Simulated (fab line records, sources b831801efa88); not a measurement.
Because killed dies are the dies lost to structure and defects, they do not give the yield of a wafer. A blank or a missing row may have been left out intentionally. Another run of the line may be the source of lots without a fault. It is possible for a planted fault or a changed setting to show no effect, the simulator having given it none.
fab line records | flow gf180mcu
record: lots: 7 | wafers: 20 | last-day: 34
route steps=602 shown STI@3 PASSIVATION@602
lots that met no fault: taken from a fault-free run of the same line
start-h: hours from the record's opening day to when the first of the lot's shown wafers began | wait-h: hours from the lot's prior step to this one | " identical to the entry in the row above | L1.1+2: a row that stands for several wafers | - either no value or no given start | * or withheld: withheld | < > ~ a bound
route shown NAME@n: NAME is a module with steps in the file, n the number in the route of the first one | usual: mean/standard deviation taken from wafers without a fault | same: alike in all rows | chamber/n: place in a boat | sites: the reading at each site | _std_site: standard deviation across them | _edge_site: mean of outer sites minus mean of inner sites | radius-mm: how far each site lies from the wafer's centre | mask NAME#n: copy n | behind: the most recent tool/chamber to have shaped the wafer | hold: the reason the lot was held/the length of the hold in hours/how it ended | device: the transistor (n, p or np) that didn't switch | end of line: the same wafers' tests at the end of the route | for a step that has no rows: nothing shown but its recipe | killed: dies that structure and defects cost at the first sort, which is not the same as the wafer's yield | map: a wafer's dies, x killed, . not, _ none there
set.NAME: setting as actually run; set.NAME@STEP: the setting as run at that earlier step | model.NAME: the simulator's own value behind a step, which no gauge read
certain route steps with their lots: each step a table, each wafer a row
services: a tool's chamber out of use, with start hour (start-h, from the record's first day; less than 0 if before it), hours out, and reason
== steps ==
step: GF_STI_THK_MEAS_02
recipe: reads: SiO2_of_STI_OXIDATION_01
usual: STI_OXIDATION_THK: 9.89/0.16
lot.wafer | tool          | chamber | start-h | wait-h | STI_OXIDATION_THK[nm]
L499.1    | film-metro-04 | -       | 26.51   | 0.0    | 9.78
L499.4    | "             | -       | "       | "      | 9.78
L499.6    | "             | -       | "       | "      | 9.71
L507.1    | film-metro-04 | -       | 66.51   | 0.0    | 9.76
L507.2    | "             | -       | "       | "      | 9.73
L507.5    | "             | -       | "       | "      | 9.76
L508.1    | film-metro-03 | -       | 72.01   | 0.0    | 9.82
L508.2    | "             | -       | "       | "      | 9.92
L508.5    | "             | -       | "       | "      | 10.00
L509.1    | film-metro-04 | -       | 76.53   | 0.0    | 9.86
L509.3    | "             | -       | "       | "      | 9.91
L509.4    | "             | -       | "       | "      | 9.81
L510.1    | film-metro-04 | -       | 82.04   | 0.0    | 10.22
L510.3    | "             | -       | "       | "      | 10.24
L511.2    | film-metro-01 | -       | 86.52   | 0.0    | 9.92
L511.4    | "             | -       | "       | "      | 9.81
L511.5    | "             | -       | "       | "      | 9.78
L519.1    | film-metro-01 | -       | 127.03  | 0.0    | 9.86
L519.4    | "             | -       | "       | "      | 9.86
L519.5    | "             | -       | "       | "      | 10.04
step: GF_STI_CVD_03
recipe: material: Si3N4 | precursor: DCS/NH3 | target-thk-nm: 207.16 | temp-c: 770 | time-s: 3551 | pressure-mtorr: 250
step: GF_STI_THK_MEAS_04
recipe: reads: Si3N4_of_STI_CVD_03
usual: STI_CVD_03_THK: 206.0/2.3
lot.wafer | tool          | chamber | start-h | wait-h | STI_CVD_03_THK[nm]
L499.1    | film-metro-04 | -       | 28.56   | 0.0    | 205.7
L499.4    | "             | -       | "       | "      | 205.8
L499.6    | "             | -       | "       | "      | 205.8
L507.1    | film-metro-03 | -       | 68.56   | 0.0    | 204.7
L507.2    | "             | -       | "       | "      | 206.5
L507.5    | "             | -       | "       | "      | 206.9
L508.1    | film-metro-01 | -       | 74.06   | 0.0    | 206.4
L508.2    | "             | -       | "       | "      | 205.2
L508.5    | "             | -       | "       | "      | 205.1
L509.1    | film-metro-04 | -       | 78.58   | 0.0    | 204.5
L509.3    | "             | -       | "       | "      | 203.9
L509.4    | "             | -       | "       | "      | 204.1
L510.1    | film-metro-03 | -       | 84.09   | 0.0    | 208.0
L510.3    | "             | -       | "       | "      | 210.1
L511.2    | film-metro-03 | -       | 89.56   | 0.0    | 204.6
L511.4    | "             | -       | "       | "      | 205.6
L511.5    | "             | -       | "       | "      | 205.1
L519.1    | film-metro-04 | -       | 129.20  | 0.0    | 211.4
L519.4    | "             | -       | "       | "      | 209.5
L519.5    | "             | -       | "       | "      | 212.1
step: GF_STI_DEHYDRATE_05
recipe: temp-c: 200 | time-s: 60
step: GF_STI_HMDS_06
recipe: prime-time-s: 60 | prime-temp-c: 120
step: GF_STI_COAT_07
recipe: resist: KrF | spin-rpm: withheld | resist-thk-nm: 700
step: GF_STI_SOFTBAKE_08
recipe: temp-c: 130 | time-s: 60 | resist: KrF
step: GF_STI_EXPOSE_09
recipe: mask-id: COMP | target-cd-nm: 220 | na: 0.68 | source-shape: conventional | sigma-outer: 0.6 | dose-mj: 28
step: GF_STI_PEB_10
recipe: peb-temp-c: 135 | peb-time-s: 90 | resist: KrF
step: GF_STI_DEVELOP_11
recipe: develop-time-s: 60 | dev-temp-c: 21
step: GF_STI_CD_MEAS_12
recipe: target-cd-nm: 220
usual: cd-nm: 219.9/1.3
lot.wafer | tool      | chamber | start-h | wait-h | cd-nm
L499.1    | cd-sem-02 | -       | 40.62   | 0.1    | 219.0
L499.4    | "         | -       | "       | "      | 219.2
L499.6    | "         | -       | "       | "      | 218.6
L507.1    | cd-sem-01 | -       | 81.60   | 0.1    | 219.0
L507.2    | "         | -       | "       | "      | 217.9
L507.5    | "         | -       | "       | "      | 217.6
L508.1    | cd-sem-02 | -       | 87.25   | 0.1    | 222.1
L508.2    | "         | -       | "       | "      | 222.1
L508.5    | "         | -       | "       | "      | 221.6
L509.1    | cd-sem-01 | -       | 92.25   | 0.1    | 218.2
L509.3    | "         | -       | "       | "      | 219.1
L509.4    | "         | -       | "       | "      | 219.4
L510.1    | cd-sem-01 | -       | 97.92   | 0.1    | 221.1
L510.3    | "         | -       | "       | "      | 221.3
L511.2    | cd-sem-01 | -       | 102.87  | 0.1    | 220.9
L511.4    | "         | -       | "       | "      | 220.0
L511.5    | "         | -       | "       | "      | 220.1
L519.1    | cd-sem-02 | -       | 142.92  | 0.1    | 219.9
L519.4    | "         | -       | "       | "      | 219.1
L519.5    | "         | -       | "       | "      | 218.7
step: GF_STI_ETCH_13
recipe: chemistry: CHF3/O2 | stop-on: Si | over-etch-frac: 0.3 | target-depth-a: 2823.1 | source-w: 600 | bias-w: 200 | pressure-mtorr: 40 | chf3-flow-sccm: 50 | O2_flow_sccm: 5 | time-s: 112.9
usual: drypump-motor-current-A: 5.8/0.47 | oes-product-au: 0.830/0.0069 | run-length-s: 141.1/0.5 | throttle-valve-pct: 8.809/0.0093
lot.wafer | tool        | chamber | start-h | wait-h | drypump-motor-current-A | oes-product-au | rf-hours-counter-h | run-length-s | throttle-valve-pct
L499.1    | rie-diel-04 | 2       | 40.74   | 0.1    | 5.9                     | 0.834          | 83                 | 140.4        | 8.793
L499.4    | "           | 1       | "       | "      | 5.9                     | 0.822          | 138                | 141.7        | 8.801
L499.6    | "           | 2       | "       | "      | 5.9                     | 0.826          | -                  | 140.4        | 8.816
L507.1    | rie-diel-04 | 3       | 81.72   | 0.1    | 6.0                     | 0.830          | 6                  | 141.4        | 8.810
L507.2    | "           | 0       | "       | "      | 6.3                     | 0.828          | 78                 | 140.9        | 8.792
L507.5    | "           | 0       | "       | "      | 6.4                     | 0.834          | -                  | 141.1        | 8.820
L508.1    | rie-diel-03 | 1       | 87.37   | 0.1    | 4.8                     | 0.823          | 1                  | 140.6        | 8.810
L508.2    | "           | 2       | "       | "      | 5.8                     | 0.833          | 60                 | 141.1        | 8.792
L508.5    | "           | 1       | "       | "      | 4.8                     | 0.831          | -                  | 140.6        | 8.799
L509.1    | rie-diel-03 | 0       | 92.37   | 0.1    | 6.4                     | 0.831          | 7                  | 140.4        | 8.813
L509.3    | "           | 1       | "       | "      | 4.8                     | 0.815          | 1                  | 140.6        | 8.796
L509.4    | "           | 2       | "       | "      | 5.8                     | 0.827          | 60                 | 140.9        | 8.806
L510.1    | rie-diel-03 | 2       | 98.04   | 0.1    | 5.8                     | 0.850          | 60                 | 141.3        | 8.812
L510.3    | "           | 1       | "       | "      | 4.8                     | 0.842          | 2                  | 141.3        | 8.819
L511.2    | rie-diel-04 | 1       | 102.97  | 0.1    | 5.9                     | 0.829          | 140                | 141.3        | 8.795
L511.4    | "           | 0       | "       | "      | 6.4                     | 0.833          | 78                 | 141.3        | 8.808
L511.5    | "           | 0       | "       | "      | 6.4                     | 0.833          | -                  | 141.2        | 8.801
L519.1    | rie-diel-01 | 3       | 143.04  | 0.1    | 5.9                     | 0.840          | 38                 | 141.3        | 8.808
L519.4    | "           | 1       | "       | "      | 6.2                     | 0.833          | 59                 | 140.7        | 8.815
L519.5    | "           | 0       | "       | "      | 6.2                     | 0.845          | -                  | 141.5        | 8.806
step: GF_STI_ETCH_14
recipe: target: Si | chemistry: HBr/Cl2/O2 | target-depth-nm: 360 | icp-w: 600 | bias-w: 150 | pressure-mtorr: 15 | HBr_flow_sccm: 150 | Cl2_flow_sccm: 40 | O2_flow_sccm: 6 | time-s: 102.9
usual: drypump-motor-current-A: 5.8/0.6 | mfc-cl2-sccm: 39.96/0.12 | oes-product-au: 0.998/0.016 | run-length-s: 131.6/0.37 | throttle-valve-pct: 25.660/0.013
lot.wafer | tool      | chamber | start-h | wait-h | drypump-motor-current-A | mfc-cl2-sccm | oes-product-au | rf-hours-counter-h | run-length-s | throttle-valve-pct | model.STI.feature-depth-nm | model.etch.depth-nm | model.KrF_of_STI_COAT_07.thk-nm
L499.1    | rie-si-02 | 3       | 40.82   | 0.0    | 6.1                     | 39.99        | 1.002          | 140                | 131.1        | 25.662             | 359.2                      | 359.2               | 324.4
L499.4    | "         | 0       | "       | "      | 6.5                     | 40.06        | 0.985          | 10                 | 131.5        | 25.665             | 354.1                      | 354.1               | 321.3
L499.6    | "         | 3       | "       | "      | 6.1                     | 39.74        | 1.011          | -                  | 131.1        | 25.666             | 365.3                      | 365.3               | 325.3
L507.1    | rie-si-01 | 2       | 81.80   | 0.0    | 5.8                     | 40.11        | 1.007          | 91                 | 131.4        | 25.649             | 364.3                      | 364.3               | 324.4
L507.2    | "         | 1       | "       | "      | 5.3                     | 39.86        | 0.986          | 60                 | 131.2        | 25.675             | 352.7                      | 352.7               | 320.7
L507.5    | "         | 1       | "       | "      | 5.3                     | 40.06        | 0.982          | -                  | 131.4        | 25.673             | 348.5                      | 348.5               | 319.9
L508.1    | rie-si-01 | 3       | 87.45   | 0.0    | 5.0                     | 39.86        | 0.996          | 27                 | 94.5         | 25.662             | 226.6                      | 226.6               | 361.4
L508.2    | "         | 2       | "       | "      | 5.8                     | 39.94        | 1.005          | 91                 | 131.3        | 25.659             | 361                        | 361                 | 318
L508.5    | "         | 2       | "       | "      | 5.7                     | 39.84        | 1.005          | -                  | 131.3        | 25.659             | 361.2                      | 361.2               | 314.1
L509.1    | rie-si-01 | 3       | 92.45   | 0.0    | 4.9                     | 39.88        | 0.992          | 27                 | 94.1         | 25.663             | 228.6                      | 228.6               | 369.3
L509.3    | "         | 1       | "       | "      | 5.3                     | 40.01        | 0.972          | 61                 | 93.6         | 25.656             | 223.2                      | 223.2               | 362.7
L509.4    | "         | 2       | "       | "      | 5.8                     | 39.99        | 1.017          | -                  | 131.7        | 25.645             | 367.8                      | 367.8               | 317.1
L510.1    | rie-si-01 | 1       | 98.12   | 0.0    | 5.3                     | 40.00        | 0.975          | 61                 | 93.7         | 25.671             | 219.5                      | 219.5               | 365
L510.3    | "         | 3       | "       | "      | 5.0                     | 40.04        | 0.987          | 27                 | 94.6         | 25.658             | 225.8                      | 225.8               | 360.9
L511.2    | rie-si-02 | 3       | 103.05  | 0.0    | 6.1                     | 39.93        | 0.997          | 140                | 131.0        | 25.651             | 361.6                      | 361.6               | 316.6
L511.4    | "         | 0       | "       | "      | 6.4                     | 39.84        | 1.002          | 10                 | 131.5        | 25.648             | 361.6                      | 361.6               | 317.7
L511.5    | "         | 1       | "       | "      | 6.4                     | 39.70        | 0.972          | -                  | 131.6        | 25.674             | 345.5                      | 345.5               | 323.3
L519.1    | rie-si-02 | 1       | 143.12  | 0.0    | 6.5                     | 39.98        | 0.970          | 107                | 131.5        | 25.680             | 343.3                      | 343.3               | 319.2
L519.4    | "         | 0       | "       | "      | 6.4                     | 40.17        | 0.998          | -                  | 131.2        | 25.665             | 362.5                      | 362.5               | 324.5
L519.5    | "         | 2       | "       | "      | 6.8                     | 40.01        | 1.010          | -                  | 131.8        | 25.654             | 365                        | 365                 | 307.8
step: GF_STI_STRIP_15
recipe: chemistry: O2/N2 | power-w: 1400 | pressure-mtorr: 1500 | platen-temp-c: 250 | o2-flow-sccm: 3000 | n2-flow-sccm: 300 | overash-fraction: 0.5
usual: drypump-motor-current-A: 5.6/0.48 | heater-power-w: 341/63 | oes-product-au: 0.384/0.0056 | strip-time-to-endpoint-s: 3.72/0.065
lot.wafer | tool            | chamber | start-h | wait-h | drypump-motor-current-A | heater-power-w | oes-product-au | rf-hours-counter-h | strip-time-to-endpoint-s
L499.1    | plasma-asher-02 | 0       | 40.89   | 0.0    | 5.1                     | 309            | 0.386          | 16                 | 3.76
L499.4    | "               | 0       | "       | "      | 5.1                     | 317            | 0.391          | -                  | 3.75
L499.6    | "               | 1       | "       | "      | 5.2                     | 416            | 0.394          | -                  | 3.78
L507.1    | plasma-asher-02 | 1       | 81.87   | 0.0    | 5.2                     | 422            | 0.391          | 20                 | 3.80
L507.2    | "               | 0       | "       | "      | 5.1                     | 316            | 0.387          | 20                 | 3.75
L507.5    | "               | 1       | "       | "      | 5.2                     | 413            | 0.389          | -                  | 3.73
L508.1    | plasma-asher-03 | 0       | 87.52   | 0.0    | 5.0                     | 274            | 0.406          | 47                 | 4.17
L508.2    | "               | 1       | "       | "      | 6.1                     | 291            | 0.382          | 47                 | 3.72
L508.5    | "               | 1       | "       | "      | 6.1                     | 291            | 0.383          | -                  | 3.66
L509.1    | plasma-asher-04 | 0       | 92.52   | 0.0    | 5.8                     | 427            | 0.411          | 45                 | 4.26
L509.3    | "               | 0       | "       | "      | 5.8                     | 441            | 0.399          | -                  | 4.19
L509.4    | "               | 1       | "       | "      | 6.2                     | 314            | 0.378          | -                  | 3.70
L510.1    | plasma-asher-04 | 1       | 98.19   | 0.0    | 6.2                     | 320            | 0.400          | 45                 | 4.21
L510.3    | "               | 0       | "       | "      | 5.9                     | 441            | 0.398          | -                  | 4.16
L511.2    | plasma-asher-04 | 1       | 103.12  | 0.0    | 6.1                     | 321            | 0.382          | 46                 | 3.69
L511.4    | "               | 1       | "       | "      | 6.2                     | 318            | 0.378          | -                  | 3.70
L511.5    | "               | 0       | "       | "      | 5.9                     | 433            | 0.381          | -                  | 3.76
L519.1    | plasma-asher-04 | 0       | 143.19  | 0.0    | 5.9                     | 447            | 0.389          | 50                 | 3.72
L519.4    | "               | 1       | "       | "      | 6.1                     | 311            | 0.387          | -                  | 3.77
L519.5    | "               | 0       | "       | "      | 5.8                     | 423            | 0.380          | -                  | 3.60
step: GF_STI_CLEAN_16
recipe: chemistry: dHF | time-s: 25 | dilution: 100:1
step: GF_PASSIVATION_PROBE_99
lot.wafer | tool      | chamber | start-h | wait-h | model.etest.pwell-in-dnwell.line-ohm-um | model.etest.ldpmos_10p0.r-on-ohm-um | model.etest.pwell-in-dnwell.rs-ohm-sq | model.etest.p-drift.rs-ohm-sq | model.etest.ldnmos_10p0.r-on-ohm-um | model.etest.n-drift.rs-ohm-sq | model.etest.nwell.line-ohm-um | model.etest.nwell.rs-ohm-sq
L499.1    | prober-01 | -       | 693.15  | 0.1    | 3902                                    | 1.111e+04                           | 2330                                  | 2324                          | 3743                                | 1160                          | 1166                          | 999.7
L499.4    | prober-01 | -       | 693.30  | 0.2    | 3927                                    | 1.128e+04                           | 2342                                  | 2324                          | 3739                                | 1174                          | 1170                          | 1014
L499.6    | prober-01 | -       | 693.40  | 0.2    | 4008                                    | 1.115e+04                           | 2416                                  | 2418                          | 3739                                | 1191                          | 1185                          | 1029
L507.1    | prober-01 | -       | 747.96  | 0.1    | 4201                                    | 1.121e+04                           | 2485                                  | 2346                          | 3756                                | 1188                          | 1097                          | 964.7
L507.2    | prober-01 | -       | 748.01  | 0.1    | 4197                                    | 1.129e+04                           | 2424                                  | 2294                          | 3733                                | 1151                          | 1095                          | 955.1
L507.5    | prober-01 | -       | 748.16  | 0.2    | 4051                                    | 1.122e+04                           | 2401                                  | 2263                          | 3738                                | 1127                          | 1093                          | 953.6
L508.1    | prober-02 | -       | 756.35  | 0.1    | 3118                                    | 1.044e+04                           | 1892                                  | 1907                          | 3289                                | 852.3                         | 938.5                         | 810.6
L508.2    | prober-02 | -       | 756.40  | 0.1    | 3995                                    | 1.119e+04                           | 2401                                  | 2340                          | 3778                                | 1127                          | 1166                          | 1000
L508.5    | prober-02 | -       | 756.55  | 0.2    | 4024                                    | 1.126e+04                           | 2419                                  | 2346                          | 3787                                | 1127                          | 1168                          | 1003
L509.1    | prober-01 | -       | 764.80  | 0.1    | 3031                                    | 1.033e+04                           | 1856                                  | 1919                          | 3241                                | 861.4                         | 951.5                         | 812.1
L509.3    | prober-01 | -       | 764.90  | 0.2    | 3057                                    | 1.033e+04                           | 1831                                  | 1906                          | 3223                                | 863.5                         | 961                           | 806.7
L509.4    | prober-01 | -       | 764.95  | 0.2    | 4065                                    | 1.127e+04                           | 2455                                  | 2527                          | 3755                                | 1197                          | 1189                          | 1022
L511.2    | prober-01 | -       | 774.61  | 0.1    | 3964                                    | 1.117e+04                           | 2392                                  | 2334                          | 3735                                | 1219                          | 1120                          | 959.5
L511.4    | prober-01 | -       | 774.71  | 0.2    | 4040                                    | 1.114e+04                           | 2441                                  | 2399                          | 3684                                | 1226                          | 1120                          | 971.1
L511.5    | prober-01 | -       | 774.76  | 0.2    | 3791                                    | 1.122e+04                           | 2300                                  | 2271                          | 3666                                | 1151                          | 1094                          | 933
L519.1    | prober-02 | -       | 817.10  | 0.1    | 3658                                    | 1.106e+04                           | 2220                                  | 2314                          | 3649                                | 1122                          | 1103                          | 935.6
L519.4    | prober-02 | -       | 817.25  | 0.2    | 3906                                    | 1.11e+04                            | 2324                                  | 2427                          | 3720                                | 1190                          | 1114                          | 971.3
L519.5    | prober-02 | -       | 817.30  | 0.2    | 4007                                    | 1.13e+04                            | 2366                                  | 2524                          | 3802                                | 1221                          | 1152                          | 988.1
killed by level:class
L499.1 V1:geometric-particle:open=5 V3:geometric-particle:open=5 STI:geometric-particle:open=4 V4:geometric-particle:open=4 V5:geometric-particle:short=4 CONTACT:geometric-particle:open=3 V2:geometric-particle:short=3 V2:geometric-particle:open=3
L499.4 V2:geometric-particle:open=8 V1:geometric-particle:open=5 V3:geometric-particle:open=5 POLY_GATE:geometric-particle:short=3 V1:geometric-particle:short=3 V5:geometric-particle:short=3 V5:geometric-particle:open=3 CONTACT:geometric-particle:short=2
L499.6 V3:geometric-particle:open=5 STI:geometric-particle:short=3 STI:geometric-particle:open=3 V3:geometric-particle:short=3 V5:geometric-particle:open=3 SALICIDE:geometric-particle:short=2 SALICIDE:geometric-particle:open=2 CONTACT:geometric-particle:open=2
L507.1 M1:geometric-particle:short=4 V3:geometric-particle:open=4 V4:geometric-particle:open=4 V5:geometric-particle:open=4 STI:geometric-particle:open=3 CONTACT:geometric-particle:open=3 V1:geometric-particle:open=3 V2:geometric-particle:open=3
L507.2 CONTACT:geometric-particle:open=5 STI:geometric-particle:open=3 HV_LDD:geometric-particle:short=3 CONTACT:geometric-particle:short=3 M2:geometric-particle:short=3 V2:geometric-particle:open=3 V3:geometric-particle:open=3 V4:geometric-particle:open=3
L507.5 V5:geometric-particle:open=6 CONTACT:geometric-particle:open=5 V1:geometric-particle:open=5 V4:geometric-particle:open=5 M5:geometric-particle:short=5 STI:geometric-particle:open=4 V2:geometric-particle:open=4 V1:geometric-particle:short=3
L511.2 V2:geometric-particle:open=7 STI:geometric-particle:short=6 V5:geometric-particle:open=6 M1:geometric-particle:short=4 V2:geometric-particle:short=3 V3:geometric-particle:open=3 STI:geometric-particle:open=2 CONTACT:geometric-particle:open=2
L511.4 V4:geometric-particle:short=7 V4:geometric-particle:open=5 STI:geometric-particle:open=4 STI:geometric-particle:short=3 V2:geometric-particle:open=3 V3:geometric-particle:open=2 POLY_GATE:geometric-particle:open=1 POLY_GATE:geometric-particle:short=1
L511.5 V3:geometric-particle:open=6 STI:geometric-particle:open=4 STI:geometric-particle:short=4 V1:geometric-particle:short=4 V2:geometric-particle:open=4 V4:geometric-particle:open=4 M5:geometric-particle:short=4 V5:geometric-particle:open=3
L519.1 CONTACT:geometric-particle:open=8 V4:geometric-particle:open=6 M1:geometric-particle:short=4 V4:geometric-particle:short=3 V3:geometric-particle:short=3 M5:geometric-particle:short=3 V5:geometric-particle:open=3 STI:geometric-particle:short=2
L519.4 CONTACT:geometric-particle:short=6 V2:geometric-particle:open=6 V5:geometric-particle:open=5 CONTACT:geometric-particle:open=4 M1:geometric-particle:short=3 V2:geometric-particle:short=3 V3:geometric-particle:open=3 V4:geometric-particle:open=3
L519.5 V1:geometric-particle:open=8 V4:geometric-particle:open=6 V5:geometric-particle:open=5 CONTACT:geometric-particle:open=4 V2:geometric-particle:open=4 V3:geometric-particle:open=4 V4:geometric-particle:short=4 STI:geometric-particle:open=3
== services ==
tool            | chamber | start-h | hours | kind
rie-diel-04     | 0       | 32.04   | 1.7   | repair
rie-si-01       | -       | 39.69   | 2.8   | pm
rie-si-01       | 3       | 58.80   | 8.4   | repair
plasma-asher-04 | -       | 61.29   | 0.4   | repair
plasma-asher-03 | -       | 62.59   | 2.0   | repair
rie-diel-04     | 0       | 65.40   | 2.9   | repair
rie-diel-04     | 3       | 65.60   | 4.0   | repair
rie-diel-03     | -       | 69.17   | 2.8   | repair
rie-diel-03     | -       | 71.98   | 14.6  | pm
rie-si-01       | 0       | 89.14   | 21.7  | repair
rie-diel-03     | 0       | 99.45   | 4.0   | repair
rie-si-01       | -       | 101.68  | 0.7   | repair
rie-si-02       | 3       | 127.24  | -     | clean
rie-si-02       | 3       | 127.24  | 24.5  | scheduled-down
rie-si-02       | 3       | 127.24  | 24.5  | vent-cycle
rie-diel-03     | -       | 141.88  | 4.4   | repair
== key ==
first-sign: step: GF_STI_ETCH_14 | reading: run-length-s | direction: down | sigmas: 99+ | usual: * | struck: *
effect: step: GF_STI_STRIP_15 | reading: strip-time-to-endpoint-s | direction: up | sigmas: 7.3 | usual: * | struck: *
model-effect: step: GF_STI_ETCH_14 | value: STI.feature-depth-nm | without: 354.3 | struck: 224.7
model-effect: step: GF_PASSIVATION_PROBE_99 | value: etest.pwell-in-dnwell.line-ohm-um | without: 3974 | struck: 3068
met-at GF_STI_ETCH_14
struck-wafers L508.1,L509.1,L509.3,L510.1,L510.3
sort-left-out L508.1,L509.1,L509.3,L510.1,L510.3
tester-left-out L508,L509,L510
onset-between 81.80 87.45
fault: kind: process-parameter-drift | tool: rie-si-01 | chamber: - | onset-h: 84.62 | steps: GF_STI_ETCH_14 | channel: time-s | offset: * | shape: step | end-h: 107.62 | scope: struck-wafers-only | acts-in: * | stated: *
tester-left-out: of these lots the tester's yield and bins aren't shown, on N5 and GAA mostly nor the transistor test; their killed dies are dies lost to structure and defects alone, not to doping, threshold or leakage, so they don't give the yield
sort-left-out: the simulated sort isn't trusted on such a fault, so these wafers' sort isn't shown, and their yield isn't known
